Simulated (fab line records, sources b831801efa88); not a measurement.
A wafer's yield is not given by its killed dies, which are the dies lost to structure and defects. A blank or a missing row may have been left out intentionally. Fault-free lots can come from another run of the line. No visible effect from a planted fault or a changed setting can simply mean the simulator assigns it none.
Struck lot and sound lot, side by side    flow gf180mcu    14 steps out of a route of 602
Sound: wafers L493.1, L493.2, L493.6. Wafers L505.1, L505.2, L505.4 were the ones struck. The cause is named last.
At each step with rows: each side's tool, then ch and its chambers, then its first start. Under that, the readings that differ: sound wafers    struck wafers    difference of the means    sigmas: that difference in standard deviations of wafers without a fault.
alike: words and numbers the same on both sides, and readings whose means are apart by under 2 such deviations; not compared: readings that were withheld, readings missing a value for some wafer, numbers with overlapping values and no deviation given by the record, and bounds like >300 which may hide the same value.
A row with sigmas, a row that says differs or no value, or rows on one side alone: a step with any of these is where the two part. Numbers that don't overlap but have no deviation are shown without sigmas and don't part them. A reading that every wafer of one side lacks parts them only if that side has two wafers or more.

first, 1 step without rows for these wafers: GF_V4_CVD_00 (deposits SiO2, target thk 600 nm, time 100 s).
GF_V4_THK_MEAS_01:
  struck on film_metro-02, day 28 01:46; sound on film_metro-04, day 23 20:04
  alike: V4_CVD_00_THK
GF_V4_CVD_02: deposits SiO2 from TEOS, target thk 850 nm, time 94.851 s.
  sound on pecvd-02 ch 0,1,2, day 23 20:08; struck on pecvd-02 ch 1,2, day 28 01:49
  alike: heater_power_w
GF_V4_THK_MEAS_03:
  struck on film_metro-04, day 28 01:53; sound on film_metro-01, day 23 20:12
  alike: V4_CVD_02_THK
GF_V4_CMP_04: polishes SiO2.
  sound on cmp-01 ch 0,1,2, day 23 20:19; struck on cmp-02 ch 0,1,3, day 28 01:57
  alike: edge_zone_pressure_frac, motor_current_A, time_to_endpoint_s
GF_V4_BOW_MEAS_05:
  struck on film_metro-01, day 28 02:15; sound on film_metro-02, day 23 20:35
  alike: V4_BOW
then, 6 steps without rows for these wafers: GF_V4_DEHYDRATE_06 (time 60 s); GF_V4_HMDS_07 (prime time 60 s); GF_V4_COAT_08; GF_V4_COAT_09 (resist thk 1000 nm); GF_V4_SOFTBAKE_10 (time 60 s); GF_V4_EXPOSE_11 (exposes mask Via4, target cd 260 nm).
GF_V4_PEB_12: peb time 87.29 s.
  sound on litho_track-04 ch 0, day 24 18:10; struck on litho_track-01, day 28 21:26
  no value came back on the struck wafers for chill_plate_temp_C (C), exhaust_pa (Pa); on the sound wafers chill_plate_temp_C (C) reads 23.17 23.23 23.20
then, 1 step without rows for these wafers: GF_V4_DEVELOP_13 (develop time 60 s).

## WHERE THEY PART
GF_V4_PEB_12 only, going by this record.

WHY: whatever the simulator had introduced
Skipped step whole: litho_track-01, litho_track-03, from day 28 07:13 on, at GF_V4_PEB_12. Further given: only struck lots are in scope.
